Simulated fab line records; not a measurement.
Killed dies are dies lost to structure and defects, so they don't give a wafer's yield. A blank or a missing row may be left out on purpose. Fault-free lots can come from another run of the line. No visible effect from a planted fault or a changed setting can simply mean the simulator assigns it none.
fab line records ; flow sky130
record: lots: 12; wafers: 36; last-day: 50
route steps=708 shown PWDE@54 VT_ADJUST_HVTP@94 PAD_OPEN@708
lots that met no fault: from a run of the same line without faults
start-h: the number of hours between the record's first day and the start of the first shown wafer of the lot ; wait-h: how many hours have passed since the lot's step before this one ; " the same as in the row above ; L1.1+2: one row covering several wafers at once ; - either no value or no given start ; * or withheld: withheld ; < > ~ a bound
route shown NAME@n: NAME is a module with steps in the file, n the number in the route of the first one ; usual: the fault-free wafers' mean and standard deviation ; same: alike in all rows ; chamber/n: place in a boat ; sites: readings site by site ; _std_site: standard deviation across them ; _edge_site: the outer-site mean with the inner-site mean subtracted ; radius-mm: for every site, how far away it sits from the centre of the wafer ; mask NAME#n: copy n ; behind: tool/chamber where the wafer was last shaped ; hold: the reason the lot was held/the length of the hold in hours/how it ended ; device: the n, p or np transistor that did not switch ; end of line: the tests these same wafers got at the end of their route ; step lacking rows: just its recipe ; killed: dies that structure and defects cost at the first sort, which is not the same as the wafer's yield ; map: a wafer's dies, marking killed ones x, the rest . and places with no die _
set.NAME: the setting that was run; set.NAME@STEP: the one run at that earlier step ; model.NAME: the simulator's own value behind a step, which no gauge read
steps of the route over a sample of lots; a table a step, a row a wafer
services: when a tool's chamber went out of use (start-h, in hours from the record's first day, below 0 if earlier), for how many hours, and the reason
== steps ==
step: SKY_PWDE_STRIP_09
recipe: chemistry: O2/N2; power-w: 1400; pressure-mtorr: 1500; platen-temp-c: withheld; o2-flow-sccm: 3000; n2-flow-sccm: 300; overash-fraction: 0.5
usual: drypump-motor-current-A: 5.5/0.36; o2-flow-sccm: 3001/9.2; oes-product-au: 0.722/0.0054; strip-time-to-endpoint-s: 36.90/0.11
lot.wafer;tool;chamber;start-h;wait-h;drypump-motor-current-A;o2-flow-sccm;oes-product-au;rf-hours-counter-h;strip-time-to-endpoint-s
L997.4;plasma-asher-03;0;71.59;0.1;5.6;3012;0.727;-;36.85
L997.5;plasma-asher-03;0;71.59;0.1;5.5;3010;0.719;-;36.95
L997.6;plasma-asher-03;1;71.59;0.1;5.6;2990;0.726;-;36.96
L999.1;plasma-asher-01;0;80.64;0.1;5.5;3000;0.730;39;36.75
L999.4;plasma-asher-01;0;80.64;0.1;5.6;3012;0.721;-;36.75
L999.5;plasma-asher-01;0;80.64;0.1;5.6;3008;0.717;-;36.70
L998.2;plasma-asher-03;1;80.96;0.1;5.6;3018;0.722;39;36.85
L998.5;plasma-asher-03;1;80.96;0.1;5.6;3009;0.725;-;36.91
L998.6;plasma-asher-03;0;80.96;0.1;5.5;2981;0.722;-;36.81
L101.2;plasma-asher-03;0;88.77;0.1;5.5;2977;0.722;39;36.89
L101.4;plasma-asher-03;0;88.77;0.1;5.5;3000;0.709;-;36.91
L101.6;plasma-asher-03;0;88.77;0.1;5.6;3000;0.729;-;36.86
L104.4;plasma-asher-01;1;111.60;0.1;5.5;2989;0.722;-;37.03
L104.5;plasma-asher-01;1;111.60;0.1;5.5;2996;0.727;-;36.97
L104.6;plasma-asher-01;0;111.60;0.1;5.5;2998;0.722;-;37.11
L105.2;plasma-asher-03;1;121.39;0.1;5.6;2998;0.718;43;36.92
L105.3;plasma-asher-03;0;121.39;0.1;5.6;3003;0.727;-;37.01
L105.6;plasma-asher-03;1;121.39;0.1;5.6;3017;0.722;-;36.95
L108.2;plasma-asher-02;0;132.49;0.1;5.8;2997;0.718;32;36.73
L108.3;plasma-asher-02;0;132.49;0.1;5.8;3000;0.728;-;36.79
L108.5;plasma-asher-02;0;132.49;0.1;5.8;3004;0.725;-;36.84
L109.1;plasma-asher-02;1;136.91;0.1;4.7;2997;0.716;32;36.76
L109.2;plasma-asher-02;0;136.91;0.1;5.8;3005;0.718;32;36.88
L109.6;plasma-asher-02;1;136.91;0.1;4.7;2997;0.728;-;36.87
L110.2;plasma-asher-02;1;142.29;0.1;4.7;2988;0.720;33;36.94
L110.4;plasma-asher-02;0;142.29;0.1;5.8;2998;0.730;-;36.86
L110.5;plasma-asher-02;0;142.29;0.1;5.8;2993;0.718;-;36.91
L111.1;plasma-asher-03;0;150.36;0.1;5.5;3016;0.720;46;36.93
L111.3;plasma-asher-03;0;150.36;0.1;5.6;3005;0.731;-;37.00
L111.5;plasma-asher-03;1;150.36;0.1;5.6;3010;0.722;-;36.88
L119.1;plasma-asher-03;1;194.39;0.1;5.6;3009;0.725;49;37.09
L119.4;plasma-asher-03;1;194.39;0.1;5.5;3008;0.723;-;36.98
L119.6;plasma-asher-03;1;194.39;0.1;5.6;3005;0.725;-;36.92
L120.1;plasma-asher-01;0;199.79;0.1;5.6;2992;0.726;51;36.97
L120.2;plasma-asher-01;1;199.79;0.1;5.5;2998;0.718;51;37.00
L120.4;plasma-asher-01;1;199.79;0.1;5.5;2992;0.722;-;36.99
step: SKY_PWDE_TW_MEAS_10
usual: PWDE_TW: 371.0/2.5
lot.wafer;tool;chamber;start-h;wait-h;PWDE_TW
L997.4;film-metro-03;-;71.69;0.1;371.5
L997.5;film-metro-03;-;71.69;0.1;374.0
L997.6;film-metro-03;-;71.69;0.1;373.7
L999.1;film-metro-02;-;80.74;0.1;367.1
L999.4;film-metro-02;-;80.74;0.1;365.8
L999.5;film-metro-02;-;80.74;0.1;368.2
L998.2;film-metro-04;-;81.07;0.1;373.5
L998.5;film-metro-04;-;81.07;0.1;373.1
L998.6;film-metro-04;-;81.07;0.1;372.6
L101.2;film-metro-03;-;88.88;0.1;374.3
L101.4;film-metro-03;-;88.88;0.1;374.9
L101.6;film-metro-03;-;88.88;0.1;372.8
L104.4;film-metro-02;-;111.70;0.1;368.1
L104.5;film-metro-02;-;111.70;0.1;367.7
L104.6;film-metro-02;-;111.70;0.1;368.7
L105.2;film-metro-02;-;121.50;0.1;369.0
L105.3;film-metro-02;-;121.50;0.1;368.3
L105.6;film-metro-02;-;121.50;0.1;367.9
L108.2;film-metro-04;-;132.60;0.1;374.1
L108.3;film-metro-04;-;132.60;0.1;374.1
L108.5;film-metro-04;-;132.60;0.1;373.3
L109.1;film-metro-02;-;137.01;0.1;369.3
L109.2;film-metro-02;-;137.01;0.1;369.3
L109.6;film-metro-02;-;137.01;0.1;368.7
L110.2;film-metro-04;-;142.40;0.1;374.7
L110.4;film-metro-04;-;142.40;0.1;372.6
L110.5;film-metro-04;-;142.40;0.1;375.0
L111.1;film-metro-03;-;150.46;0.1;371.1
L111.3;film-metro-03;-;150.46;0.1;370.8
L111.5;film-metro-03;-;150.46;0.1;370.2
L119.1;film-metro-02;-;194.49;0.1;369.6
L119.4;film-metro-02;-;194.49;0.1;370.8
L119.6;film-metro-02;-;194.49;0.1;368.6
L120.1;film-metro-03;-;199.89;0.1;374.1
L120.2;film-metro-03;-;199.89;0.1;372.8
L120.4;film-metro-03;-;199.89;0.1;372.0
step: SKY_VT_ADJUST_HVTP_IMPLANT_09
recipe: species: As; energy-kev: 150; dose-cm2: 4.3e+12; tilt-deg: withheld
usual: dose-ions-cm2: 4.301e+12/4.2e+09; faraday-current-uA: 24.2/0.5
lot.wafer;tool;chamber;start-h;wait-h;dose-ions-cm2;faraday-current-uA
L997.4;implanter-02;0;125.81;0.1;4.297e+12;24.1
L997.5;implanter-02;0;125.81;0.1;4.298e+12;24.7
L997.6;implanter-02;0;125.81;0.1;4.298e+12;23.3
L999.1;implanter-02;0;135.79;0.0;4.302e+12;23.3
L999.4;implanter-02;0;135.79;0.0;4.303e+12;24.0
L999.5;implanter-02;0;135.79;0.0;4.304e+12;24.1
L998.2;implanter-02;0;137.53;0.0;4.299e+12;24.3
L998.5;implanter-02;0;137.53;0.0;4.296e+12;23.7
L998.6;implanter-02;0;137.53;0.0;4.302e+12;24.0
L101.2;implanter-02;0;146.10;0.0;4.302e+12;24.7
L101.4;implanter-02;0;146.10;0.0;4.304e+12;25.2
L101.6;implanter-02;0;146.10;0.0;4.3e+12;23.5
L104.4;implanter-03;0;170.91;0.1;4.306e+12;24.9
L104.5;implanter-03;0;170.91;0.1;4.302e+12;24.4
L104.6;implanter-03;0;170.91;0.1;4.295e+12;25.2
L105.2;implanter-03;0;181.73;0.0;4.298e+12;24.9
L105.3;implanter-03;0;181.73;0.0;4.297e+12;24.5
L105.6;implanter-03;0;181.73;0.0;4.299e+12;23.6
L108.2;implanter-03;0;193.51;0.0;1.543e+12;8.7
L108.3;implanter-03;0;193.51;0.0;1.546e+12;8.5
L108.5;implanter-03;0;193.51;0.0;1.546e+12;8.8
L109.1;implanter-04;0;198.71;0.0;4.293e+12;23.5
L109.2;implanter-04;0;198.71;0.0;4.304e+12;24.3
L109.6;implanter-04;0;198.71;0.0;4.301e+12;24.3
L110.2;implanter-03;0;204.28;0.0;1.534e+12;8.5
L110.4;implanter-03;0;204.28;0.0;1.54e+12;8.9
L110.5;implanter-03;0;204.28;0.0;1.538e+12;8.5
L111.1;implanter-02;0;214.56;0.0;4.299e+12;24.0
L111.3;implanter-02;0;214.56;0.0;4.303e+12;24.1
L111.5;implanter-02;0;214.56;0.0;4.297e+12;24.5
L119.1;implanter-02;0;263.01;0.0;4.299e+12;24.2
L119.4;implanter-02;0;263.01;0.0;4.3e+12;25.0
L119.6;implanter-02;0;263.01;0.0;4.302e+12;23.7
L120.1;implanter-02;0;267.67;0.0;4.297e+12;23.9
L120.2;implanter-02;0;267.67;0.0;4.294e+12;23.5
L120.4;implanter-02;0;267.67;0.0;4.295e+12;24.1
step: SKY_VT_ADJUST_HVTP_STRIP_10
recipe: chemistry: O2/N2; power-w: 1400; pressure-mtorr: 1500; platen-temp-c: withheld; o2-flow-sccm: 3000; n2-flow-sccm: 300; overash-fraction: 0.5
usual: drypump-motor-current-A: 5.4/0.41; o2-flow-sccm: 3000/9.3; oes-product-au: 0.715/0.0044; strip-time-to-endpoint-s: 14.19/0.036
lot.wafer;tool;chamber;start-h;wait-h;drypump-motor-current-A;o2-flow-sccm;oes-product-au;rf-hours-counter-h;strip-time-to-endpoint-s
L997.4;plasma-asher-04;0;125.92;0.1;5.9;2995;0.720;-;14.19
L997.5;plasma-asher-04;0;125.92;0.1;5.9;3014;0.711;-;14.18
L997.6;plasma-asher-04;1;125.92;0.1;5.4;3010;0.718;-;14.17
L999.1;plasma-asher-02;1;135.94;0.1;4.8;2989;0.718;32;14.19
L999.4;plasma-asher-02;0;135.94;0.1;5.8;3008;0.714;-;14.25
L999.5;plasma-asher-02;0;135.94;0.1;5.8;3012;0.714;-;14.18
L998.2;plasma-asher-03;1;137.66;0.1;5.6;3006;0.718;45;14.16
L998.5;plasma-asher-03;1;137.66;0.1;5.6;2998;0.709;-;14.16
L998.6;plasma-asher-03;0;137.66;0.1;5.6;2995;0.715;-;14.18
L101.2;plasma-asher-03;1;146.22;0.1;5.6;3002;0.718;45;14.22
L101.4;plasma-asher-03;1;146.22;0.1;5.6;3007;0.719;-;14.21
L101.6;plasma-asher-03;1;146.22;0.1;5.6;3012;0.723;-;14.21
L104.4;plasma-asher-04;0;171.02;0.1;5.8;3004;0.716;-;14.18
L104.5;plasma-asher-04;1;171.02;0.1;5.4;3000;0.717;-;14.21
L104.6;plasma-asher-04;0;171.02;0.1;5.8;3008;0.712;-;14.19
L105.2;plasma-asher-02;0;181.86;0.1;5.8;2991;0.714;36;14.19
L105.3;plasma-asher-02;0;181.86;0.1;5.8;2990;0.716;-;14.22
L105.6;plasma-asher-02;1;181.86;0.1;4.7;3005;0.712;-;14.21
L108.2;plasma-asher-02;1;193.64;0.1;4.7;2993;0.714;38;14.14
L108.3;plasma-asher-02;0;193.64;0.1;5.8;3015;0.717;-;14.14
L108.5;plasma-asher-02;0;193.64;0.1;5.8;3003;0.722;-;14.17
L109.1;plasma-asher-02;0;198.86;0.1;5.8;2988;0.717;38;14.21
L109.2;plasma-asher-02;1;198.86;0.1;4.8;3020;0.720;38;14.20
L109.6;plasma-asher-02;0;198.86;0.1;5.8;2987;0.709;-;14.19
L110.2;plasma-asher-03;1;204.41;0.1;5.6;3001;0.710;50;14.22
L110.4;plasma-asher-03;0;204.41;0.1;5.6;3000;0.716;-;14.21
L110.5;plasma-asher-03;0;204.41;0.1;5.6;2988;0.711;-;14.22
L111.1;plasma-asher-02;0;214.71;0.1;5.8;2993;0.720;40;14.21
L111.3;plasma-asher-02;1;214.71;0.1;4.8;3019;0.704;-;14.22
L111.5;plasma-asher-02;0;214.71;0.1;5.8;3002;0.708;-;14.22
L119.1;plasma-asher-02;1;263.16;0.1;4.7;3021;0.715;45;14.19
L119.4;plasma-asher-02;0;263.16;0.1;5.8;3007;0.720;-;14.15
L119.6;plasma-asher-02;1;263.16;0.1;4.7;3012;0.717;-;14.16
L120.1;plasma-asher-04;1;267.82;0.1;5.3;3006;0.708;15;14.18
L120.2;plasma-asher-04;0;267.82;0.1;5.8;2998;0.710;15;14.19
L120.4;plasma-asher-04;1;267.82;0.1;5.4;3002;0.719;-;14.16
step: SKY_VT_ADJUST_HVTP_TW_MEAS_11
usual: VT_ADJUST_HVTP_TW: 1359/12
lot.wafer;tool;chamber;start-h;wait-h;VT_ADJUST_HVTP_TW
L997.4;film-metro-01;-;126.02;0.1;1377
L997.5;film-metro-01;-;126.02;0.1;1379
L997.6;film-metro-01;-;126.02;0.1;1377
L999.1;film-metro-04;-;136.04;0.1;1359
L999.4;film-metro-04;-;136.04;0.1;1363
L999.5;film-metro-04;-;136.04;0.1;1364
L998.2;film-metro-03;-;137.77;0.1;1349
L998.5;film-metro-03;-;137.77;0.1;1354
L998.6;film-metro-03;-;137.77;0.1;1350
L101.2;film-metro-01;-;146.33;0.1;1377
L101.4;film-metro-01;-;146.33;0.1;1372
L101.6;film-metro-01;-;146.33;0.1;1376
L104.4;film-metro-03;-;171.12;0.1;1348
L104.5;film-metro-03;-;171.12;0.1;1347
L104.6;film-metro-03;-;171.12;0.1;1340
L105.2;film-metro-04;-;181.97;0.1;1360
L105.3;film-metro-04;-;181.97;0.1;1345
L105.6;film-metro-04;-;181.97;0.1;1349
L108.2;film-metro-03;-;193.75;0.1;971
L108.3;film-metro-03;-;193.75;0.1;970
L108.5;film-metro-03;-;193.75;0.1;968
L109.1;film-metro-04;-;198.96;0.1;1351
L109.2;film-metro-04;-;198.96;0.1;1361
L109.6;film-metro-04;-;198.96;0.1;1352
L110.2;film-metro-03;-;204.52;0.1;975
L110.4;film-metro-03;-;204.52;0.1;975
L110.5;film-metro-03;-;204.52;0.1;981
L111.1;film-metro-01;-;214.81;0.1;1386
L111.3;film-metro-01;-;214.81;0.1;1382
L111.5;film-metro-01;-;214.81;0.1;1377
L119.1;film-metro-04;-;263.26;0.1;1347
L119.4;film-metro-04;-;263.26;0.1;1352
L119.6;film-metro-04;-;263.26;0.1;1353
L120.1;film-metro-01;-;267.92;0.1;1374
L120.2;film-metro-01;-;267.92;0.1;1371
L120.4;film-metro-01;-;267.92;0.1;1371
step: SKY_PAD_OPEN_PROBE_99
usual: killed_at_M0_to_M3: 44/7; killed_at_M4_up: 3.0/1.7; killed-at-contacts: 24/5.2; killed-at-front-end: 15/4.8; killed-at-other: 0.2/0.56; killed-dies: 86/9.7; killed-open: 47/7.1; killed-short: 39/6.3
same: gross-dies: 492; killed-at-back-side: 0
lot.wafer;tool;chamber;start-h;wait-h;killed_at_M0_to_M3;killed_at_M4_up;killed-at-contacts;killed-at-front-end;killed-at-other;killed-dies;killed-open;killed-short
L105.2;prober-02;-;1137.34;0.1;43;1;24;13;0;81;53;28
L105.3;prober-02;-;1137.39;0.2;45;2;18;8;0;73;41;32
L105.6;prober-02;-;1137.54;0.2;37;5;23;17;0;82;51;31
L108.2;prober-01;-;1144.82;0.1;47;0;20;9;0;76;42;32
L108.3;prober-01;-;1144.87;0.2;30;2;30;16;0;78;41;37
L108.5;prober-01;-;1144.97;0.2;47;1;22;14;0;84;42;42
killed by level:class
L105.2 CONTACT:geometric-particle:open=13 VIA1:geometric-particle:open=11 VIA2:geometric-particle:open=9 VIA3:geometric-particle:open=5 FIELD_ISO:geometric-particle:short=4 LI_CONTACT:geometric-particle:open=4 VIA1:geometric-particle:short=4 METAL2:geometric-particle:open=4
L105.3 VIA1:geometric-particle:open=12 VIA3:geometric-particle:open=10 LI_CONTACT:geometric-particle:open=6 VIA1:geometric-particle:short=6 VIA2:geometric-particle:open=5 CONTACT:geometric-particle:open=4 LI_CONTACT:geometric-particle:short=3 CONTACT:geometric-particle:short=3
L105.6 VIA3:geometric-particle:open=11 CONTACT:geometric-particle:open=9 VIA1:geometric-particle:open=7 LI_CONTACT:geometric-particle:open=6 VIA2:geometric-particle:open=5 FIELD_ISO:geometric-particle:open=4 POLY_GATE:geometric-particle:short=4 LI_CONTACT:geometric-particle:short=4
L108.2 VIA1:geometric-particle:open=15 CONTACT:geometric-particle:open=7 METAL1:geometric-particle:short=5 VIA2:geometric-particle:open=5 VIA2:geometric-particle:short=5 CONTACT:geometric-particle:short=4 LOCAL_INTERCONNECT:geometric-particle:short=4 LI_CONTACT:geometric-particle:open=3
L108.3 LI_CONTACT:geometric-particle:open=10 LI_CONTACT:geometric-particle:short=7 VIA1:geometric-particle:open=7 FIELD_ISO:geometric-particle:open=6 FIELD_ISO:geometric-particle:short=6 CONTACT:geometric-particle:open=6 VIA3:geometric-particle:open=5 VIA2:geometric-particle:short=5
L108.5 CONTACT:geometric-particle:open=10 METAL2:geometric-particle:short=10 VIA3:geometric-particle:open=9 VIA1:geometric-particle:open=8 VIA2:geometric-particle:open=7 LI_CONTACT:geometric-particle:open=4 VIA1:geometric-particle:short=4 FIELD_ISO:geometric-particle:open=3
== services ==
tool;chamber;start-h;hours;kind
implanter-03;-;82.17;1.8;repair
implanter-04;-;105.42;3.8;repair
plasma-asher-04;-;108.75;9.0;pm
plasma-asher-04;0;108.75;9.0;vent-cycle
plasma-asher-04;1;108.75;9.0;vent-cycle
plasma-asher-04;0;117.75;-;clean
plasma-asher-04;1;117.75;-;clean
implanter-03;-;121.87;6.0;repair
plasma-asher-04;-;127.10;0.7;repair
implanter-02;-;158.10;3.3;pm
plasma-asher-03;-;166.10;1.9;repair
plasma-asher-02;-;168.05;1.7;repair
plasma-asher-02;-;178.86;1.6;repair
plasma-asher-03;-;183.74;10.2;repair
== key ==
first-sign: step: SKY_VT_ADJUST_HVTP_IMPLANT_09; reading: dose-ions-cm2; direction: down; sigmas: 99+; usual: *; struck: *
effect: step: SKY_VT_ADJUST_HVTP_IMPLANT_09; reading: faraday-current-uA; direction: down; sigmas: 31; usual: 24.2; struck: 8.7
effect: step: SKY_VT_ADJUST_HVTP_TW_MEAS_11; reading: VT_ADJUST_HVTP_TW; direction: down; sigmas: 31; usual: 1359; struck: 973
met-at SKY_VT_ADJUST_HVTP_IMPLANT_09
struck-lots L108,L110
tester-left-out L108,L110
not-acting-at SKY_PWDE_STRIP_09,SKY_PWDE_TW_MEAS_10,SKY_VT_ADJUST_HVTP_STRIP_10
onset-between 181.73 193.51
fault: kind: process-parameter-drift; tool: implanter-03; chamber: -; onset-h: 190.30; steps: SKY_VT_ADJUST_HVTP_IMPLANT_09; channel: dose-cm2; offset: *; shape: step; end-h: 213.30; acts-in: *; stated: *
tester-left-out: of these lots the tester's yield and bins aren't shown, on N5 and GAA mostly nor the transistor test; their killed dies are dies lost to structure and defects alone, not to doping, threshold or leakage, so they don't give the yield
